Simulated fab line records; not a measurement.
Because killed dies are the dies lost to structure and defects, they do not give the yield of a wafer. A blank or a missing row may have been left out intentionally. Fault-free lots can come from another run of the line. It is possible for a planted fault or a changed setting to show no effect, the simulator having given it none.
Which tool is to blame? || flow sky130 || Sampling: 14 lots, 42 wafers, 3 of 708 route steps

## WHAT THE GAUGES READ, wafer by wafer
SKY_VT_ADJUST_PCH_TW_MEAS_10.
{"lot": "L332", "measured": "day 10 06:34", "on": "film_metro-02", "VT_ADJUST_PCH_TW": "140.6 140.8 140.1"}
{"lot": "L334", "measured": "day 10 21:30", "on": "film_metro-03", "VT_ADJUST_PCH_TW": "142.7 142.3 142.6"}
{"lot": "L336", "measured": "day 11 19:31", "on": "film_metro-04", "VT_ADJUST_PCH_TW": "143.6 143.3 143.6"}
{"lot": "L339", "measured": "day 12 14:25", "on": "film_metro-04", "VT_ADJUST_PCH_TW": "142.3 142.4 141.8"}
{"lot": "L340", "measured": "day 12 17:25", "on": "film_metro-02", "VT_ADJUST_PCH_TW": "139.9 140.6 140.7"}
{"lot": "L341", "measured": "day 13 02:35", "on": "film_metro-03", "VT_ADJUST_PCH_TW": "143.4 143.5 143.8"}
{"lot": "L342", "measured": "day 13 10:11", "on": "film_metro-04", "VT_ADJUST_PCH_TW": "142.6 142.5 143.7"}
{"lot": "L343", "measured": "day 13 23:01", "on": "film_metro-02", "VT_ADJUST_PCH_TW": "141.1 141.2 141.1"}
{"lot": "L344", "measured": "day 14 09:55", "on": "film_metro-02", "VT_ADJUST_PCH_TW": "140.5 140.2 140.7"}
{"lot": "L345", "measured": "day 14 17:37", "on": "film_metro-04", "VT_ADJUST_PCH_TW": "144.2 144.3 144.2"}
{"lot": "L348", "measured": "day 15 09:46", "on": "film_metro-03", "VT_ADJUST_PCH_TW": "144.7 142.9 143.7"}
{"lot": "L349", "measured": "day 15 17:26", "on": "film_metro-02", "VT_ADJUST_PCH_TW": "141.1 140.3 140.6"}
{"lot": "L350", "measured": "day 16 05:47", "on": "film_metro-04", "VT_ADJUST_PCH_TW": "143.9 143.2 143.2"}
{"lot": "L351", "measured": "day 16 12:09", "on": "film_metro-04", "VT_ADJUST_PCH_TW": "142.7 142.8 142.9"}

## EACH LOT AND THE TOOL THAT RAN IT (in order: tool; ch and the chambers of the sampled wafers; start)
{"lot": "L332", "SKY_FIELD_ISO_ETCH_17": "rie_si-01 ch 0,1,3, day 2 05:31", "SKY_VT_ADJUST_HVTR_STRIP_10": "plasma_asher-02 ch 0,1, day 9 07:58"}
{"lot": "L334", "SKY_FIELD_ISO_ETCH_17": "rie_si-02 ch 0,2, day 2 15:33", "SKY_VT_ADJUST_HVTR_STRIP_10": "plasma_asher-03 ch 0,1, day 9 22:28"}
{"lot": "L336", "SKY_FIELD_ISO_ETCH_17": "rie_si-02 ch 1,2, day 3 02:17", "SKY_VT_ADJUST_HVTR_STRIP_10": "plasma_asher-02 ch 0,1, day 10 19:26"}
{"lot": "L339", "SKY_FIELD_ISO_ETCH_17": "rie_si-01 ch 1,3, day 3 16:54", "SKY_VT_ADJUST_HVTR_STRIP_10": "plasma_asher-03 ch 0,1, day 11 16:05"}
{"lot": "L340", "SKY_FIELD_ISO_ETCH_17": "rie_si-02 ch 0,2,3, day 3 21:52", "SKY_VT_ADJUST_HVTR_STRIP_10": "plasma_asher-03 ch 0,1, day 11 18:51"}
{"lot": "L341", "SKY_FIELD_ISO_ETCH_17": "rie_si-02 ch 0,3, day 4 02:56", "SKY_VT_ADJUST_HVTR_STRIP_10": "plasma_asher-03 ch 0,1, day 12 02:17"}
{"lot": "L342", "SKY_FIELD_ISO_ETCH_17": "rie_si-02 ch 0,1,3, day 4 09:11", "SKY_VT_ADJUST_HVTR_STRIP_10": "plasma_asher-03 ch 0,1, day 12 10:05"}
{"lot": "L343", "SKY_FIELD_ISO_ETCH_17": "rie_si-01 ch 1,2,3, day 4 15:38", "SKY_VT_ADJUST_HVTR_STRIP_10": "plasma_asher-02 ch 0,1, day 12 22:23"}
{"lot": "L344", "SKY_FIELD_ISO_ETCH_17": "rie_si-01 ch 0,2,3, day 4 20:05", "SKY_VT_ADJUST_HVTR_STRIP_10": "plasma_asher-04 ch 0,1, day 13 09:11"}
{"lot": "L345", "SKY_FIELD_ISO_ETCH_17": "rie_si-01 ch 1,2,3, day 5 01:15", "SKY_VT_ADJUST_HVTR_STRIP_10": "plasma_asher-02 ch 0,1, day 13 15:26"}
{"lot": "L348", "SKY_FIELD_ISO_ETCH_17": "rie_si-01 ch 0,1,2, day 5 17:49", "SKY_VT_ADJUST_HVTR_STRIP_10": "plasma_asher-04 ch 0,1, day 14 07:14"}
{"lot": "L349", "SKY_FIELD_ISO_ETCH_17": "rie_si-02 ch 2,3, day 5 23:51", "SKY_VT_ADJUST_HVTR_STRIP_10": "plasma_asher-02 ch 0,1, day 14 13:46"}
{"lot": "L350", "SKY_FIELD_ISO_ETCH_17": "rie_si-02 ch 1,2,3, day 6 04:59", "SKY_VT_ADJUST_HVTR_STRIP_10": "plasma_asher-02 ch 0,1, day 15 02:31"}
{"lot": "L351", "SKY_FIELD_ISO_ETCH_17": "rie_si-01 ch 2,3, day 6 08:59", "SKY_VT_ADJUST_HVTR_STRIP_10": "plasma_asher-04 ch 0,1, day 15 07:40"}
- SKY_FIELD_ISO_ETCH_17: etches Si in HBr/Cl2/O2, target depth 342 nm, time 97.7 s.
- SKY_VT_ADJUST_HVTR_STRIP_10: strips in O2/N2.

## WHAT THE TOOLS THEMSELVES READ (means of the sampled wafers that have a number; where no wafer has one, the mark that the record gives instead)
SKY_FIELD_ISO_ETCH_17.
{"lot": "L332", "tool": "rie_si-01", "drypump_motor_current_A (A)": 5.7, "oes_product_au (a.u.)": 0.997, "rf_fwd_power_W (W)": 597.9, "throttle_valve_pct (%)": 25.661}
{"lot": "L334", "tool": "rie_si-02", "drypump_motor_current_A (A)": 6.1, "oes_product_au (a.u.)": 1.004, "rf_fwd_power_W (W)": 594.9, "throttle_valve_pct (%)": 25.648}
{"lot": "L336", "tool": "rie_si-02", "drypump_motor_current_A (A)": 5.3, "oes_product_au (a.u.)": 1.011, "rf_fwd_power_W (W)": 596.4, "throttle_valve_pct (%)": 25.647}
{"lot": "L339", "tool": "rie_si-01", "drypump_motor_current_A (A)": 6.0, "oes_product_au (a.u.)": 0.984, "rf_fwd_power_W (W)": 600.1, "throttle_valve_pct (%)": 25.672}
{"lot": "L340", "tool": "rie_si-02", "drypump_motor_current_A (A)": 6.0, "oes_product_au (a.u.)": 1.011, "rf_fwd_power_W (W)": 595.8, "throttle_valve_pct (%)": 25.653}
{"lot": "L341", "tool": "rie_si-02", "drypump_motor_current_A (A)": 5.9, "oes_product_au (a.u.)": 1.005, "rf_fwd_power_W (W)": 594.7, "throttle_valve_pct (%)": 25.660}
{"lot": "L342", "tool": "rie_si-02", "drypump_motor_current_A (A)": 5.6, "oes_product_au (a.u.)": 1.005, "rf_fwd_power_W (W)": 596.5, "throttle_valve_pct (%)": 25.645}
{"lot": "L343", "tool": "rie_si-01", "drypump_motor_current_A (A)": 6.1, "oes_product_au (a.u.)": 0.986, "rf_fwd_power_W (W)": 597.6, "throttle_valve_pct (%)": 25.669}
{"lot": "L344", "tool": "rie_si-01", "drypump_motor_current_A (A)": 5.9, "oes_product_au (a.u.)": 0.983, "rf_fwd_power_W (W)": 595.8, "throttle_valve_pct (%)": 25.676}
{"lot": "L345", "tool": "rie_si-01", "drypump_motor_current_A (A)": 6.1, "oes_product_au (a.u.)": 0.991, "rf_fwd_power_W (W)": 596.7, "throttle_valve_pct (%)": 25.668}
{"lot": "L348", "tool": "rie_si-01", "drypump_motor_current_A (A)": 5.8, "oes_product_au (a.u.)": 1.002, "rf_fwd_power_W (W)": 597.7, "throttle_valve_pct (%)": 25.651}
{"lot": "L349", "tool": "rie_si-02", "drypump_motor_current_A (A)": 5.9, "oes_product_au (a.u.)": 1.006, "rf_fwd_power_W (W)": 596.0, "throttle_valve_pct (%)": 25.656}
{"lot": "L350", "tool": "rie_si-02", "drypump_motor_current_A (A)": 5.6, "oes_product_au (a.u.)": 1.001, "rf_fwd_power_W (W)": 596.6, "throttle_valve_pct (%)": 25.662}
{"lot": "L351", "tool": "rie_si-01", "drypump_motor_current_A (A)": 6.3, "oes_product_au (a.u.)": 0.979, "rf_fwd_power_W (W)": 593.9, "throttle_valve_pct (%)": 25.667}

SKY_VT_ADJUST_HVTR_STRIP_10.
{"lot": "L332", "tool": "plasma_asher-02", "drypump_motor_current_A (A)": 6.09, "oes_product_au (a.u.)": 0.717, "strip_time_to_endpoint_s (s)": 14.20}
{"lot": "L334", "tool": "plasma_asher-03", "drypump_motor_current_A (A)": 5.71, "oes_product_au (a.u.)": 0.719, "strip_time_to_endpoint_s (s)": 14.19}
{"lot": "L336", "tool": "plasma_asher-02", "drypump_motor_current_A (A)": 6.08, "oes_product_au (a.u.)": 0.720, "strip_time_to_endpoint_s (s)": 14.22}
{"lot": "L339", "tool": "plasma_asher-03", "drypump_motor_current_A (A)": 5.74, "oes_product_au (a.u.)": 0.712, "strip_time_to_endpoint_s (s)": 14.23}
{"lot": "L340", "tool": "plasma_asher-03", "drypump_motor_current_A (A)": 5.95, "oes_product_au (a.u.)": 0.714, "strip_time_to_endpoint_s (s)": 14.16}
{"lot": "L341", "tool": "plasma_asher-03", "drypump_motor_current_A (A)": 5.93, "oes_product_au (a.u.)": 0.716, "strip_time_to_endpoint_s (s)": 14.15}
{"lot": "L342", "tool": "plasma_asher-03", "drypump_motor_current_A (A)": 5.75, "oes_product_au (a.u.)": 0.716, "strip_time_to_endpoint_s (s)": 14.17}
{"lot": "L343", "tool": "plasma_asher-02", "drypump_motor_current_A (A)": 6.07, "oes_product_au (a.u.)": 0.718, "strip_time_to_endpoint_s (s)": 14.14}
{"lot": "L344", "tool": "plasma_asher-04", "drypump_motor_current_A (A)": 5.80, "oes_product_au (a.u.)": 0.714, "strip_time_to_endpoint_s (s)": 14.18}
{"lot": "L345", "tool": "plasma_asher-02", "drypump_motor_current_A (A)": 6.07, "oes_product_au (a.u.)": 0.716, "strip_time_to_endpoint_s (s)": 14.15}
{"lot": "L348", "tool": "plasma_asher-04", "drypump_motor_current_A (A)": 5.82, "oes_product_au (a.u.)": 0.712, "strip_time_to_endpoint_s (s)": 14.19}
{"lot": "L349", "tool": "plasma_asher-02", "drypump_motor_current_A (A)": 6.17, "oes_product_au (a.u.)": 0.713, "strip_time_to_endpoint_s (s)": 14.17}
{"lot": "L350", "tool": "plasma_asher-02", "drypump_motor_current_A (A)": 6.09, "oes_product_au (a.u.)": 0.715, "strip_time_to_endpoint_s (s)": 14.13}
{"lot": "L351", "tool": "plasma_asher-04", "drypump_motor_current_A (A)": 5.81, "oes_product_au (a.u.)": 0.717, "strip_time_to_endpoint_s (s)": 14.21}

## THE ANSWER, worked out from the rows above alone
Rule: the usual values come from the lots themselves. The widest of any qualifying gaps counts: lots, ordered by their means at a reading, are off when they make up no more than a third of the lots, leave a main group of 4 or more, and stand apart from it by 3 or more times the standard deviation of that group's means. Not used: any main group whose means are identical at the precision the tables above print for the reading. A lot without any number at a reading at which 4 lots or more have one is off too. All remaining lots with rows at the step are treated as sound. The gauges are gone through in route order, then the tools' own readings, and for those a lot's mean is taken as printed above. The first step at which some lot is off is used, and at that step the reading that is off furthest; a lot without a number counts as furthest.
No lot is off at any reading shown: from this, nothing can be told.

## WHAT THE SIMULATOR PUT IN
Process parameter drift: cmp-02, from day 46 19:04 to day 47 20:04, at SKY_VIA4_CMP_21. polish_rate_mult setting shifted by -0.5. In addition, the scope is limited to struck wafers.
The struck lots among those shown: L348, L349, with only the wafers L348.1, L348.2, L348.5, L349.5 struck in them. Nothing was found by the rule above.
